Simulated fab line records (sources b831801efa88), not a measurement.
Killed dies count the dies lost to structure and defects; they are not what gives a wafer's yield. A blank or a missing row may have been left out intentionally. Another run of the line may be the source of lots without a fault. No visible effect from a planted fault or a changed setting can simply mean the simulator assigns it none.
fab line records ; flow sky130
[record] lots = 12; wafers = 35; last_day = 50
route steps=708 shown VT_ADJUST_HVTR@141 VT_ADJUST_PCH@152 SONOS_ONO@173 LI_CONTACT@371 PAD_OPEN@708
lots untouched by any fault: they come from a run of this same line in which no faults occurred
start_h: hours from the record's first day to the start of the lot's first wafer shown ; wait_h: hours elapsed since this lot's preceding step ; " unchanged from the row above ; L1.1+2: a row that stands for several wafers ; - either no value or no given start ; * or withheld: withheld ; < > ~ a bound
route shown NAME@n: names a module that has steps shown in the file, with the first one's number in the route ; usual: the fault-free wafers' mean and standard deviation ; same: alike in all rows ; chamber/n: place in a boat ; sites: per-site readings ; _std_site: standard deviation of those values ; _edge_site: mean of outer sites minus mean of inner sites ; radius_mm: how far each site lies from the wafer's centre ; mask NAME#n: copy n ; behind: the most recent tool/chamber to have shaped the wafer ; hold: cause of the lot's hold/its duration in hours/its outcome ; device: the n, p or np transistor that did not switch ; end of line: tests run on the same wafers once the route is complete ; a step without rows: its recipe alone ; killed: dies that structure and defects cost at the first sort, which is not the same as the wafer's yield ; map: the dies of a wafer, with x for killed, . for not killed, _ for no die there
set.NAME: the setting that was run; set.NAME@STEP: the one run at that earlier step ; model.NAME: the simulator's own value behind a step, which no gauge read
the route's steps for a sample of lots (tables are steps, rows are wafers)
services: a tool's chamber out of use, with start hour (start_h, from the record's first day; less than 0 if before it), hours out, and reason
[[steps]]
[step SKY_VT_ADJUST_HVTR_STRIP_10]
[recipe] chemistry = O2/N2; power_w = 1400; pressure_mtorr = 1500; platen_temp_c = withheld; o2_flow_sccm = 3000; n2_flow_sccm = 300; overash_fraction = 0.5
[usual] drypump_motor_current_A = 5.6/0.45; oes_product_au = 0.716/0.0044; strip_time_to_endpoint_s = 14.16/0.038
lot.wafer;tool;chamber;start_h;wait_h;drypump_motor_current_A;oes_product_au;rf_hours_counter_h;strip_time_to_endpoint_s
L377.2;plasma_asher-01;0;233.60;0.1;5.8;0.714;61;14.13
L377.3;plasma_asher-01;1;233.60;0.1;4.9;0.720;-;14.17
L377.4;plasma_asher-01;0;233.60;0.1;5.8;0.710;-;14.14
L379.1;plasma_asher-03;0;240.78;0.1;6.2;0.717;54;14.08
L379.3;plasma_asher-03;1;240.78;0.1;5.6;0.720;-;14.09
L379.4;plasma_asher-03;0;240.78;0.1;6.2;0.716;-;14.08
L378.1;plasma_asher-01;1;242.50;0.1;4.9;0.708;62;14.18
L378.4;plasma_asher-01;1;242.50;0.1;4.9;0.723;-;14.14
L378.6;plasma_asher-01;1;242.50;0.1;4.9;0.714;-;14.18
L380.2;plasma_asher-03;0;253.16;0.1;6.2;0.714;56;14.21
L380.5;plasma_asher-03;0;253.16;0.1;6.2;0.718;-;14.14
L380.6;plasma_asher-03;1;253.16;0.1;5.6;0.716;-;14.13
L382.1;plasma_asher-03;1;255.48;0.1;5.6;0.717;56;14.14
L382.4;plasma_asher-03;0;255.48;0.1;6.1;0.717;-;14.18
L382.6;plasma_asher-03;1;255.48;0.1;5.6;0.711;-;14.14
L383.4;plasma_asher-03;0;269.11;0.1;6.2;0.723;-;14.17
L383.6;plasma_asher-03;1;269.11;0.1;5.6;0.721;-;14.16
L392.1;plasma_asher-03;0;324.95;0.1;6.2;0.714;64;14.20
L392.4;plasma_asher-03;0;324.95;0.1;6.2;0.713;-;14.19
L392.5;plasma_asher-03;0;324.95;0.1;6.2;0.717;-;14.19
L393.1;plasma_asher-04;1;334.80;0.1;5.9;0.715;49;14.23
L393.3;plasma_asher-04;0;334.80;0.1;5.0;0.721;-;14.25
L393.5;plasma_asher-04;1;334.80;0.1;5.9;0.715;-;14.23
L394.1;plasma_asher-03;0;339.71;0.1;6.2;0.718;66;14.13
L394.2;plasma_asher-03;1;339.71;0.1;5.6;0.719;66;14.11
L394.4;plasma_asher-03;1;339.71;0.1;5.6;0.717;-;14.15
L396.1;plasma_asher-03;1;348.43;0.1;5.6;0.725;67;14.16
L396.2;plasma_asher-03;0;348.43;0.1;6.2;0.715;67;14.16
L396.5;plasma_asher-03;0;348.43;0.1;6.2;0.716;-;14.17
L397.1;plasma_asher-01;0;360.61;0.1;5.8;0.708;70;14.16
L397.5;plasma_asher-01;0;360.61;0.1;5.8;0.713;-;14.16
L397.6;plasma_asher-01;1;360.61;0.1;4.9;0.712;-;14.15
L399.2;plasma_asher-04;0;370.10;0.1;5.0;0.712;53;14.12
L399.3;plasma_asher-04;1;370.10;0.1;5.9;0.720;-;14.14
L399.6;plasma_asher-04;0;370.10;0.1;5.0;0.725;-;14.16
[step SKY_VT_ADJUST_PCH_STRIP_09]
[recipe] chemistry = O2/N2; power_w = 1400; pressure_mtorr = 1500; platen_temp_c = withheld; o2_flow_sccm = 3000; n2_flow_sccm = 300; overash_fraction = 0.5
[usual] drypump_motor_current_A = 5.7/0.59; oes_product_au = 0.722/0.0047; strip_time_to_endpoint_s = 36.88/0.11
lot.wafer;tool;chamber;start_h;wait_h;drypump_motor_current_A;oes_product_au;rf_hours_counter_h;strip_time_to_endpoint_s
L377.2;plasma_asher-02;0;256.75;0.1;6.7;0.718;14;36.80
L377.3;plasma_asher-02;0;256.75;0.1;6.7;0.712;-;37.01
L377.4;plasma_asher-02;1;256.75;0.1;5.7;0.719;-;36.93
L379.1;plasma_asher-02;1;264.21;0.1;5.7;0.724;15;37.01
L379.3;plasma_asher-02;1;264.21;0.1;5.7;0.719;-;36.93
L379.4;plasma_asher-02;0;264.21;0.1;6.7;0.723;-;37.03
L378.1;plasma_asher-02;1;265.65;0.1;5.7;0.715;16;36.92
L378.4;plasma_asher-02;1;265.65;0.1;5.7;0.725;-;36.90
L378.6;plasma_asher-02;0;265.65;0.1;6.7;0.721;-;36.95
L380.2;plasma_asher-04;0;276.80;0.1;5.0;0.716;43;36.88
L380.5;plasma_asher-04;1;276.80;0.1;5.9;0.720;-;36.75
L380.6;plasma_asher-04;0;276.80;0.1;5.0;0.723;-;36.83
L382.1;plasma_asher-04;0;279.08;0.1;5.0;0.716;44;36.92
L382.4;plasma_asher-04;0;279.08;0.1;5.0;0.724;-;36.88
L382.6;plasma_asher-04;1;279.08;0.1;5.9;0.725;-;36.76
L383.4;plasma_asher-04;0;294.26;0.1;5.0;0.724;-;37.05
L383.6;plasma_asher-04;1;294.26;0.1;5.8;0.730;-;37.07
L392.1;plasma_asher-01;1;351.21;0.1;4.9;0.729;69;36.83
L392.4;plasma_asher-01;1;351.21;0.1;4.9;0.723;-;36.74
L392.5;plasma_asher-01;1;351.21;0.1;4.9;0.716;-;36.85
L393.1;plasma_asher-02;0;361.58;0.1;6.7;0.721;25;36.84
L393.3;plasma_asher-02;0;361.58;0.1;6.7;0.721;-;36.75
L393.5;plasma_asher-02;1;361.58;0.1;5.7;0.727;-;36.94
L394.1;plasma_asher-02;1;366.63;0.1;5.7;0.729;25;36.99
L394.2;plasma_asher-02;0;366.63;0.1;6.7;0.722;25;36.84
L394.4;plasma_asher-02;0;366.63;0.1;6.7;0.722;-;36.74
L396.1;plasma_asher-04;1;376.21;0.1;5.9;0.723;54;36.78
L396.2;plasma_asher-04;0;376.21;0.1;5.0;0.725;54;36.94
L396.5;plasma_asher-04;1;376.21;0.1;5.9;0.720;-;36.91
L397.1;plasma_asher-02;1;389.43;0.1;5.7;0.723;28;36.71
L397.5;plasma_asher-02;1;389.43;0.1;5.7;0.730;-;36.70
L397.6;plasma_asher-02;0;389.43;0.1;6.6;0.725;-;36.57
L399.2;plasma_asher-01;1;398.55;0.1;4.9;0.729;74;36.96
L399.3;plasma_asher-01;0;398.55;0.1;5.8;0.718;-;37.01
L399.6;plasma_asher-01;0;398.55;0.1;5.7;0.720;-;36.92
[step SKY_SONOS_ONO_THK_MEAS_05]
[recipe] reads = SiO2_of_SONOS_ONO_CVD_04
[usual] SONOS_ONO_CVD_04_THK = 5.70/0.082
lot.wafer;tool;chamber;start_h;wait_h;SONOS_ONO_CVD_04_THK[nm]
L377.2;film_metro-03;-;291.21;0.0;5.66
L377.3;film_metro-03;-;291.21;0.0;5.62
L377.4;film_metro-03;-;291.21;0.0;5.68
L379.1;film_metro-04;-;294.03;0.0;5.79
L379.3;film_metro-04;-;294.03;0.0;5.85
L379.4;film_metro-04;-;294.03;0.0;5.76
L378.1;film_metro-03;-;298.29;0.0;5.79
L378.4;film_metro-03;-;298.29;0.0;5.77
L378.6;film_metro-03;-;298.29;0.0;5.78
L380.2;film_metro-02;-;311.66;0.0;5.69
L380.5;film_metro-02;-;311.66;0.0;5.84
L380.6;film_metro-02;-;311.66;0.0;5.71
L382.1;film_metro-03;-;312.90;0.0;5.74
L382.4;film_metro-03;-;312.90;0.0;5.83
L382.6;film_metro-03;-;312.90;0.0;5.91
L383.4;film_metro-04;-;324.88;0.0;5.57
L383.6;film_metro-04;-;324.88;0.0;5.63
L392.1;film_metro-03;-;385.65;0.0;5.71
L392.4;film_metro-03;-;385.65;0.0;5.62
L392.5;film_metro-03;-;385.65;0.0;5.71
L393.1;film_metro-04;-;396.37;0.0;5.70
L393.3;film_metro-04;-;396.37;0.0;5.71
L393.5;film_metro-04;-;396.37;0.0;5.61
L394.1;film_metro-04;-;403.01;0.0;5.79
L394.2;film_metro-04;-;403.01;0.0;5.72
L394.4;film_metro-04;-;403.01;0.0;5.67
L396.1;film_metro-04;-;413.03;0.0;5.62
L396.2;film_metro-04;-;413.03;0.0;5.55
L396.5;film_metro-04;-;413.03;0.0;5.56
L397.1;film_metro-03;-;426.68;0.0;5.59
L397.5;film_metro-03;-;426.68;0.0;5.60
L397.6;film_metro-03;-;426.68;0.0;5.59
L399.2;film_metro-04;-;432.43;0.0;5.79
L399.3;film_metro-04;-;432.43;0.0;5.70
L399.6;film_metro-04;-;432.43;0.0;5.75
[step SKY_LI_CONTACT_EXPOSE_09]
[recipe] mask_id = LICM1; na = 0.8; source_shape = annular; sigma_inner = 0.55; sigma_outer = 0.85; target_cd_nm = 170; dose_mj = 38
[usual] stage_vel_mm_s = 500.02/0.23
lot.wafer;tool;chamber;start_h;wait_h;mask;stage_vel_mm_s
L377.2;krf_scanner-02;0;702.21;-;LICM1#0;499.88
L377.3;krf_scanner-02;0;702.21;-;LICM1#0;499.72
L377.4;krf_scanner-02;0;702.21;-;LICM1#0;499.63
L379.1;krf_scanner-02;0;703.71;-;LICM1#0;500.10
L379.3;krf_scanner-02;0;703.71;-;LICM1#0;500.23
L379.4;krf_scanner-02;0;703.71;-;LICM1#0;500.19
L378.1;krf_scanner-02;0;706.17;-;LICM1#0;499.76
L378.4;krf_scanner-02;0;706.17;-;LICM1#0;500.03
L378.6;krf_scanner-02;0;706.17;-;LICM1#0;499.63
L382.1;krf_scanner-02;0;719.84;-;LICM1#0;499.64
L382.4;krf_scanner-02;0;719.84;-;LICM1#0;499.82
L382.6;krf_scanner-02;0;719.84;-;LICM1#0;499.92
L380.2;krf_scanner-02;0;720.83;-;LICM1#0;499.71
L380.5;krf_scanner-02;0;720.83;-;LICM1#0;500.40
L380.6;krf_scanner-02;0;720.83;-;LICM1#0;499.95
L383.4;krf_scanner-02;0;729.85;-;LICM1#0;499.73
L383.6;krf_scanner-02;0;729.85;-;LICM1#0;500.04
L392.1;krf_scanner-02;0;792.52;-;LICM1#0;499.65
L392.4;krf_scanner-02;0;792.52;-;LICM1#0;499.90
L392.5;krf_scanner-02;0;792.52;-;LICM1#0;499.71
L393.1;krf_scanner-01;0;801.44;-;LICM1#0;500.68
L393.3;krf_scanner-01;0;801.44;-;LICM1#0;500.24
L393.5;krf_scanner-01;0;801.44;-;LICM1#0;500.37
L394.1;krf_scanner-02;0;808.88;-;LICM1#0;499.74
L394.2;krf_scanner-02;0;808.88;-;LICM1#0;500.22
L394.4;krf_scanner-02;0;808.88;-;LICM1#0;500.48
L396.1;krf_scanner-02;0;818.84;-;LICM1#0;500.03
L396.2;krf_scanner-02;0;818.84;-;LICM1#0;499.99
L396.5;krf_scanner-02;0;818.84;-;LICM1#0;499.84
L397.1;krf_scanner-02;0;831.22;-;LICM1#0;500.12
L397.5;krf_scanner-02;0;831.22;-;LICM1#0;500.08
L397.6;krf_scanner-02;0;831.22;-;LICM1#0;500.16
L399.2;krf_scanner-01;0;834.45;-;LICM1#0;500.33
L399.3;krf_scanner-01;0;834.45;-;LICM1#0;500.10
L399.6;krf_scanner-01;0;834.45;-;LICM1#0;499.87
[step SKY_LI_CONTACT_CD_MEAS_12]
[recipe] target_cd_nm = 170
[usual] cd_nm = 170.0/1.4
lot.wafer;tool;chamber;start_h;wait_h;cd_nm
L377.2;cd_sem-02;-;715.69;-;169.2
L377.3;cd_sem-02;-;715.69;-;167.6
L377.4;cd_sem-02;-;715.69;-;167.7
L379.1;cd_sem-02;-;717.16;-;169.8
L379.3;cd_sem-02;-;717.16;-;171.2
L379.4;cd_sem-02;-;717.16;-;171.1
L378.1;cd_sem-02;-;719.49;-;169.6
L378.4;cd_sem-02;-;719.49;-;170.4
L378.6;cd_sem-02;-;719.49;-;168.1
L382.1;cd_sem-01;-;733.41;-;168.5
L382.4;cd_sem-01;-;733.41;-;168.5
L382.6;cd_sem-01;-;733.41;-;161.6
L380.2;cd_sem-01;-;734.86;-;164.9
L380.5;cd_sem-01;-;734.86;-;170.5
L380.6;cd_sem-01;-;734.86;-;164.1
L383.4;cd_sem-02;-;743.95;-;169.2
L383.6;cd_sem-02;-;743.95;-;164.4
L392.1;cd_sem-02;-;805.19;-;169.6
L392.4;cd_sem-02;-;805.19;-;171.0
L392.5;cd_sem-02;-;805.19;-;170.4
L393.1;cd_sem-02;-;814.19;-;172.4
L393.3;cd_sem-02;-;814.19;-;171.8
L393.5;cd_sem-02;-;814.19;-;173.5
L394.1;cd_sem-01;-;822.09;-;171.0
L394.2;cd_sem-01;-;822.09;-;170.9
L394.4;cd_sem-01;-;822.09;-;170.5
L396.1;cd_sem-01;-;832.27;-;170.2
L396.2;cd_sem-01;-;832.27;-;171.5
L396.5;cd_sem-01;-;832.27;-;170.6
L397.1;cd_sem-02;-;843.49;-;168.1
L397.5;cd_sem-02;-;843.49;-;168.8
L397.6;cd_sem-02;-;843.49;-;169.2
L399.2;cd_sem-01;-;846.79;-;172.3
L399.3;cd_sem-01;-;846.79;-;171.4
L399.6;cd_sem-01;-;846.79;-;170.2
[step SKY_PAD_OPEN_PROBE_99]
[usual] killed_at_M0_to_M3 = 44/6.5; killed_at_M4_up = 3.3/1.9; killed_at_contacts = 24/5.3; killed_at_front_end = 15/4.5; killed_at_other = 0.3/0.58; killed_dies = 87/9.3; killed_open = 48/6.6; killed_short = 39/6.1
[same] gross_dies = 492; killed_at_back_side = 0
lot.wafer;tool;chamber;start_h;wait_h;killed_at_M0_to_M3;killed_at_M4_up;killed_at_contacts;killed_at_front_end;killed_at_other;killed_dies;killed_open;killed_short
L382.6;prober-01;-;1116.04;0.2;40;5;30;13;0;88;48;40
// killed by level:class
L382.6 CONTACT:geometric_particle:short=10 VIA2:geometric_particle:open=10 VIA1:geometric_particle:open=8 LI_CONTACT:geometric_particle:open=7 CONTACT:geometric_particle:open=5 LOCAL_INTERCONNECT:geometric_particle:short=5 VIA2:geometric_particle:short=4 POLY_GATE:geometric_particle:open=3
[[services]]
tool;chamber;start_h;hours;kind
krf_scanner-02;-;215.16;0.8;pm
krf_scanner-02;-;253.86;4.0;pm
plasma_asher-02;-;296.56;4.3;pm
plasma_asher-02;-;333.61;3.1;repair
krf_scanner-02;-;340.86;1.0;pm
krf_scanner-02;-;376.12;1.3;pm
krf_scanner-02;-;383.96;0.8;pm
krf_scanner-02;-;416.72;3.6;pm
plasma_asher-03;-;430.74;1.3;repair
krf_scanner-02;-;509.86;1.0;pm
plasma_asher-03;-;547.99;54.4;pm
krf_scanner-02;-;552.02;1.3;pm
krf_scanner-02;-;553.32;0.8;pm
plasma_asher-02;-;605.16;0.5;repair
krf_scanner-02;-;655.52;4.4;pm
krf_scanner-02;-;678.86;1.0;pm
plasma_asher-03;-;679.06;3.1;repair
krf_scanner-02;-;721.56;0.8;pm
plasma_asher-03;-;726.85;3.9;repair
krf_scanner-02;-;727.92;1.3;pm
plasma_asher-03;-;733.75;9.0;pm
plasma_asher-03;-;738.77;3.7;repair
krf_scanner-02;-;796.57;7.2;pm
plasma_asher-03;-;808.35;2.8;pm
[[key]]
[first_sign] step = SKY_LI_CONTACT_CD_MEAS_12; reading = cd_nm; direction = down; sigmas = 4.4; usual = 170.0; struck = 163.8
effect none on later readings
met_at SKY_LI_CONTACT_EXPOSE_09
struck_lots L380,L382,L383
struck_wafers L380.2,L380.6,L382.6,L383.6
tester_left_out L380,L382,L383
not_acting_at SKY_VT_ADJUST_HVTR_STRIP_10,SKY_VT_ADJUST_PCH_STRIP_09,SKY_SONOS_ONO_THK_MEAS_05
onset_between 706.17 719.84
[fault] kind = process_parameter_drift; tool = krf_scanner-02; chamber = -; onset_h = 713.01; steps = SKY_LI_CONTACT_EXPOSE_09; channel = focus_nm; offset = 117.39; shape = step; end_h = 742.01; scope = struck_wafers_only
// tester_left_out: of these lots the tester's yield and bins aren't shown, on N5 and GAA mostly nor the transistor test; their killed dies are dies lost to structure and defects alone, not to doping, threshold or leakage, so they don't give the yield
